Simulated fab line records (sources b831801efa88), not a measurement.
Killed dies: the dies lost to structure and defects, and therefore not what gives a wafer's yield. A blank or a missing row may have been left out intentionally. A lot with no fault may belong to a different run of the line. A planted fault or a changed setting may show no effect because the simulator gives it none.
Which tool did it? -- flow sky130 -- 42 wafers from 14 lots sampled at 6 of the route's 708 steps

WHAT THE GAUGES READ, wafer by wafer
SKY_PWDE_OVL_MEAS_07. Usual: PWDE_OVL gives 0.0 nm (standard deviation 1.4).
lot,measured,on,PWDE_OVL (nm),flag
L734,day 3 22:52,overlay-02,0.3 1.8 0.6,
L735,day 4 04:02,overlay-01,-0.9 -0.4 -1.7,
L736,day 4 08:46,overlay-02,0.6 0.0 -2.5,
L737,day 4 15:53,overlay-01,0.9 2.5 1.4,
L742,day 5 17:49,overlay-02,0.5 0.2 0.4,
L745,day 6 12:58,overlay-02,1.5 1.5 -0.2,
L746,day 6 16:00,overlay-02,-0.3 -1.1 -0.3,
L749,day 7 12:37,overlay-01,-0.3 1.7 1.5,
L750,day 7 16:13,overlay-01,-1.7 1.3 -0.9,
L752,day 8 02:55,overlay-01,0.3 1.2 1.2,
L753,day 8 14:13,overlay-02,2.1 0.5 -0.8,
L754,day 8 16:58,overlay-01,-0.8 -1.4 0.1,
L755,day 8 20:26,overlay-01,-0.5 3.1 -0.4,
L756,day 9 05:31,overlay-02,0.3 0.0 0.6,

SKY_NWELL_TW_MEAS_26. Usual: NWELL_2_TW gives 499 (standard deviation 3.5).
lot,measured,on,NWELL_2_TW,flag
L734,day 5 10:31,filmMetro-03,496 496 496,
L735,day 5 14:38,filmMetro-02,503 500 500,
L736,day 5 20:05,filmMetro-02,495 500 500,
L737,day 6 03:20,filmMetro-02,499 497 495,
L742,day 7 05:08,filmMetro-03,497 498 499,
L745,day 8 04:53,filmMetro-02,30 30 30,OFF
L746,day 8 08:22,filmMetro-01,30 30 30,OFF
L749,day 9 06:43,filmMetro-01,502 501 501,
L750,day 9 11:35,filmMetro-02,497 496 496,
L752,day 9 23:43,filmMetro-01,496 500 499,
L753,day 10 11:01,filmMetro-03,509 508 508,
L754,day 10 15:38,filmMetro-03,508 510 510,
L755,day 10 17:18,filmMetro-01,501 498 499,
L756,day 11 04:07,filmMetro-02,495 496 496,

SKY_POLY_GATE_THK_MEAS_21. Usual: POLY_GATE_OXIDATION_THK gives 4.02 nm (standard deviation 0.068).
lot,measured,on,POLY_GATE_OXIDATION_THK (nm),flag
L734,day 17 01:47,filmMetro-03,4.00 3.92 4.11,
L735,day 17 01:48,filmMetro-02,4.12 4.07 4.11,
L736,day 17 01:47,filmMetro-04,4.11 4.10 4.04,
L737,day 17 14:58,filmMetro-02,3.95 3.86 4.01,
L742,day 19 15:24,filmMetro-04,3.90 4.08 4.05,
L745,day 21 07:14,filmMetro-04,4.11 4.01 4.04,
L746,day 21 08:17,filmMetro-04,4.08 4.05 4.01,
L749,day 22 15:09,filmMetro-04,4.07 4.07 4.01,
L750,day 22 15:24,filmMetro-03,4.01 4.03 3.99,
L752,day 23 07:46,filmMetro-04,4.08 4.17 4.10,
L753,day 24 01:32,filmMetro-04,4.02 4.09 4.05,
L754,day 24 06:18,filmMetro-04,4.01 4.06 4.03,
L755,day 24 14:58,filmMetro-02,3.95 3.90 3.90,
L756,day 24 22:02,filmMetro-04,3.83 3.91 3.88,

TOOL THAT RAN EACH LOT (tool first, then ch and the chambers of the sampled wafers, then the start)
lot,SKY_DNWELL_STRIP_08,SKY_NWELL_STRIP_14,SKY_NWELL_STRIP_25
L734,"plasmaAsher-04 ch 0,1, day 3 07:17","plasmaAsher-01 ch 0,1, day 4 17:01","plasmaAsher-03 ch 0,1, day 5 10:25"
L735,"plasmaAsher-04 ch 0,1, day 3 11:45","plasmaAsher-01 ch 0,1, day 4 21:26","plasmaAsher-03 ch 0,1, day 5 14:32"
L736,"plasmaAsher-04 ch 0,1, day 3 16:56","plasmaAsher-03 ch 1, day 5 02:22","plasmaAsher-03 ch 0,1, day 5 19:59"
L737,"plasmaAsher-04 ch 0,1, day 3 22:40","plasmaAsher-02 ch 0,1, day 5 09:17","plasmaAsher-03 ch 0,1, day 6 03:14"
L742,"plasmaAsher-04 ch 0,1, day 5 00:35","plasmaAsher-03 ch 0,1, day 6 11:23","plasmaAsher-02 ch 0,1, day 7 05:02"
L745,"plasmaAsher-04 ch 0,1, day 5 19:22","plasmaAsher-03 ch 0,1, day 7 08:17","plasmaAsher-01 ch 0,1, day 8 04:47"
L746,"plasmaAsher-02 ch 0,1, day 5 22:25","plasmaAsher-03 ch 0,1, day 7 11:59","plasmaAsher-02 ch 0,1, day 8 08:16"
L749,"plasmaAsher-04 ch 0,1, day 6 17:11","plasmaAsher-03 ch 0,1, day 8 09:35","plasmaAsher-01 ch 0,1, day 9 06:37"
L750,"plasmaAsher-04 ch 0,1, day 6 21:48","plasmaAsher-02 ch 0,1, day 8 13:41","plasmaAsher-01 ch 0,1, day 9 11:29"
L752,"plasmaAsher-02 ch 0,1, day 7 07:35","plasmaAsher-02 ch 0, day 9 00:59","plasmaAsher-01 ch 0,1, day 9 23:37"
L753,"plasmaAsher-01 ch 0,1, day 7 17:49","plasmaAsher-03 ch 0,1, day 9 12:26","plasmaAsher-02 ch 0,1, day 10 10:55"
L754,"plasmaAsher-04 ch 0,1, day 7 19:56","plasmaAsher-02 ch 0,1, day 9 16:47","plasmaAsher-03 ch 0,1, day 10 15:32"
L755,"plasmaAsher-04 ch 0,1, day 7 23:44","plasmaAsher-01 ch 0,1, day 9 19:16","plasmaAsher-03 ch 0,1, day 10 17:13"
L756,"plasmaAsher-04 ch 1, day 8 08:28","plasmaAsher-03 ch 0,1, day 10 04:20","plasmaAsher-01 ch 0,1, day 11 04:01"
- SKY_DNWELL_STRIP_08: strips in O2/N2.
- SKY_NWELL_STRIP_14: strips in O2/N2.
- SKY_NWELL_STRIP_25: strips in O2/N2.

WHAT THE TOOLS THEMSELVES READ (means of the sampled wafers that have a number; where no wafer has one, the mark that the record gives instead)
SKY_DNWELL_STRIP_08. Usual: chamberPressureMTorr 1499.9 mTorr, standard deviation 1.3; drypumpMotorCurrentA 5.7 A, standard deviation 0.31; oesProductAu 0.721 a.u., standard deviation 0.0045; stripTimeToEndpointS 36.89 s, standard deviation 0.1.
lot,tool,chamberPressureMTorr (mTorr),drypumpMotorCurrentA (A),oesProductAu (a.u.),stripTimeToEndpointS (s),flag
L734,plasmaAsher-04,1500.7,5.9,0.720,36.88,
L735,plasmaAsher-04,1499.4,5.9,0.724,36.78,
L736,plasmaAsher-04,1499.9,6.0,0.723,37.09,
L737,plasmaAsher-04,1499.7,5.9,0.720,36.85,
L742,plasmaAsher-04,1499.2,6.0,0.719,36.82,
L745,plasmaAsher-04,1501.0,5.9,0.722,36.82,
L746,plasmaAsher-02,1499.4,5.4,0.722,36.93,
L749,plasmaAsher-04,1500.5,5.9,0.728,36.80,
L750,plasmaAsher-04,1500.3,6.0,0.724,37.00,
L752,plasmaAsher-02,1500.3,5.4,0.721,36.86,
L753,plasmaAsher-01,1500.0,5.7,0.720,36.78,
L754,plasmaAsher-04,1499.5,6.0,0.720,36.91,
L755,plasmaAsher-04,1498.9,5.9,0.722,36.93,
L756,plasmaAsher-04,1501.0,6.0,0.720,36.75,

SKY_NWELL_STRIP_14. Usual: chamberPressureMTorr 1499.8 mTorr, standard deviation 1.2; drypumpMotorCurrentA 5.5 A, standard deviation 0.47; oesProductAu 0.723 a.u., standard deviation 0.0045; stripTimeToEndpointS 36.87 s, standard deviation 0.1.
lot,tool,chamberPressureMTorr (mTorr),drypumpMotorCurrentA (A),oesProductAu (a.u.),stripTimeToEndpointS (s),flag
L734,plasmaAsher-01,1499.6,5.3,0.726,36.82,
L735,plasmaAsher-01,1500.2,5.3,0.723,37.09,
L736,plasmaAsher-03,1499.9,5.7,0.728,36.81,
L737,plasmaAsher-02,1500.4,5.3,0.724,36.96,
L742,plasmaAsher-03,1499.2,5.5,0.719,36.89,
L745,plasmaAsher-03,-,-,-,-,OFF
L746,plasmaAsher-03,-,-,-,-,OFF
L749,plasmaAsher-03,1499.0,5.6,0.721,36.79,
L750,plasmaAsher-02,1500.1,5.4,0.722,36.93,
L752,plasmaAsher-02,1501.1,5.3,0.719,36.83,
L753,plasmaAsher-03,1499.1,5.5,0.727,36.98,
L754,plasmaAsher-02,1500.1,5.4,0.723,36.87,
L755,plasmaAsher-01,1499.5,5.3,0.724,36.88,
L756,plasmaAsher-03,1500.7,5.5,0.719,36.74,

SKY_NWELL_STRIP_25. Usual: chamberPressureMTorr 1500.0 mTorr, standard deviation 1.3; drypumpMotorCurrentA 5.5 A, standard deviation 0.43; oesProductAu 0.722 a.u., standard deviation 0.0044; stripTimeToEndpointS 36.88 s, standard deviation 0.096.
lot,tool,chamberPressureMTorr (mTorr),drypumpMotorCurrentA (A),oesProductAu (a.u.),stripTimeToEndpointS (s),flag
L734,plasmaAsher-03,1500.0,5.7,0.722,36.96,
L735,plasmaAsher-03,1500.3,5.6,0.727,36.96,
L736,plasmaAsher-03,1499.7,5.5,0.721,36.98,
L737,plasmaAsher-03,1499.1,5.7,0.724,36.96,
L742,plasmaAsher-02,1500.8,5.4,0.722,36.81,
L745,plasmaAsher-01,1500.9,5.3,0.739,81.03,OFF
L746,plasmaAsher-02,1499.7,5.3,0.738,81.15,OFF
L749,plasmaAsher-01,1499.9,5.3,0.720,36.79,
L750,plasmaAsher-01,1500.3,5.3,0.724,36.82,
L752,plasmaAsher-01,1498.5,5.3,0.722,36.79,
L753,plasmaAsher-02,1500.7,5.3,0.723,36.77,
L754,plasmaAsher-03,1499.5,5.6,0.727,36.87,
L755,plasmaAsher-03,1500.5,5.7,0.722,36.73,
L756,plasmaAsher-01,1500.8,5.3,0.725,36.85,

THE ANSWER, worked out from the rows above alone
Rule: a lot counts as off when the mean over its wafers that have a number is more than 3 standard deviations away from the usual mean. A lot without any number at a reading at which 4 lots or more have one is off too. Where the step has rows for the other lots, those lots are counted as sound. First the gauges in route order, then the tools' own readings, where a lot's mean is used as printed above. At the first step where some lot is off, the reading lying furthest off is the one used; lots without a number count as furthest.
Off: L745, L746, seen at SKY_NWELL_TW_MEAS_26 (NWELL_2_TW).
A tool fits if, at a process step before that reading, it ran every lot that is off, and no sound lot after the first of them. The gauges at SKY_NWELL_TW_MEAS_26 aren't tried: what is off there is off at SKY_NWELL_STRIP_14 too, on other tools, and a gauge's error can't cause that. Of those tried, none fits.

WHAT HAD BEEN PUT IN BY THE SIMULATOR
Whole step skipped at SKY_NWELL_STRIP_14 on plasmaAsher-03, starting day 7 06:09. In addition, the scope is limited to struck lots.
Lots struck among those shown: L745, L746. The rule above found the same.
